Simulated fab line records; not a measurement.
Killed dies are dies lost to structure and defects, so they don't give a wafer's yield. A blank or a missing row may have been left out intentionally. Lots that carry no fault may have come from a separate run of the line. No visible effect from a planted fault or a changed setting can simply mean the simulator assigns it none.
What tool caused it? / flow sfq_line / route of 325 steps, sampled at 1 step: 6 lots, 18 wafers

WHAT THE GAUGES READ, wafer by wafer
SFQ_M0_OVL_MEAS_906.
lot=L875; measured=day 6 23:26; on=overlay-02; M0_OVL (nm)=-2 1 9
lot=L877; measured=day 7 06:37; on=overlay-02; M0_OVL (nm)=1 -1 -4
lot=L879; measured=day 7 17:25; on=overlay-02; M0_OVL (nm)=-6 -4 -4
lot=L881; measured=day 8 06:37; on=overlay-01; M0_OVL (nm)=-7 -6 -5
lot=L890; measured=day 11 18:43; on=overlay-02; M0_OVL (nm)=-1 2 2
lot=L895; measured=day 12 23:31; on=overlay-02; M0_OVL (nm)=-8 -6 -7

WHAT TOOL EACH LOT RAN ON (gives the tool, then ch and the chambers of the sampled wafers, and finally the start)
The record holds no process step before these readings.

THE ANSWER, worked out from the rows above alone
Rule: what is usual is taken from the lots themselves. Put in order of their means at a reading, lots are off if they are a third of the lots or fewer, leave a main group of 4 or more, and stand apart from it by a gap of 3 or more times the standard deviation of the main group's means; of several such gaps the widest counts. If all means in a main group match to the digits the tables above print for the reading, that group is not used. Also off: a lot with no number at a reading for which 4 or more lots have one. All remaining lots with rows at the step are treated as sound.
No lot is off at any reading shown: from this, nothing can be told.

WHAT HAD BEEN PUT IN BY THE SIMULATOR
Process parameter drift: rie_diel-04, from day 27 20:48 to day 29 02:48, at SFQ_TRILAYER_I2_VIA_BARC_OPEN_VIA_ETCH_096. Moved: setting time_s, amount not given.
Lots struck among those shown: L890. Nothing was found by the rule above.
